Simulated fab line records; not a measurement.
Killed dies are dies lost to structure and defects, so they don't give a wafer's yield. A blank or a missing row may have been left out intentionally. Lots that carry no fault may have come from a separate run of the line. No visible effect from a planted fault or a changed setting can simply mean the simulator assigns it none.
Which tool is to blame? + flow sky130 + 11 lots, 33 wafers sampled, at 1 step of a route of 708

WHAT THE GAUGES READ, wafer by wafer
SKY_LI_CONTACT_THK_MEAS_23: measures by xrf.
| lot  | measured     | on           | LI_CONTACT_W_THK (nm) |
|------|--------------|--------------|-----------------------|
| L403 | day 29 04:02 | filmMetro-04 | 418 404 428           |
| L404 | day 29 06:29 | filmMetro-04 | 402 407 406           |
| L406 | day 30 05:37 | filmMetro-01 | 404 418 400           |
| L407 | day 30 14:15 | filmMetro-03 | 403 403 401           |
| L408 | day 31 03:22 | filmMetro-01 | 411 418 416           |
| L410 | day 31 13:53 | filmMetro-01 | 423 429 406           |
| L412 | day 32 10:17 | filmMetro-03 | 407 404 403           |
| L418 | day 34 22:54 | filmMetro-04 | 418 409 424           |
| L414 | day 35 00:51 | filmMetro-01 | 411 395 394           |
| L415 | day 35 06:15 | filmMetro-04 | 398 410 408           |
| L423 | day 36 00:39 | filmMetro-01 | 405 415 418           |

WHAT TOOL EACH LOT RAN ON (gives the tool, then ch and the chambers of the sampled wafers, and finally the start)
No process step before these readings appears in the record.

THE ANSWER, worked out from the rows above alone
Rule: the lots themselves supply what counts as usual. Put in order of their means at a reading, lots are off if they are a third of the lots or fewer, leave a main group of 4 or more, and stand apart from it by a gap of 3 or more times the standard deviation of the main group's means; of several such gaps the widest counts. A main group is skipped when, at the precision printed for the reading in the tables above, its means are all equal. Also off: a lot with no number at a reading for which 4 or more lots have one. Where the step has rows for the other lots, those lots are counted as sound.
Across all readings shown, no lot is off: no conclusion can be drawn from this.

WHAT THE SIMULATOR PUT IN
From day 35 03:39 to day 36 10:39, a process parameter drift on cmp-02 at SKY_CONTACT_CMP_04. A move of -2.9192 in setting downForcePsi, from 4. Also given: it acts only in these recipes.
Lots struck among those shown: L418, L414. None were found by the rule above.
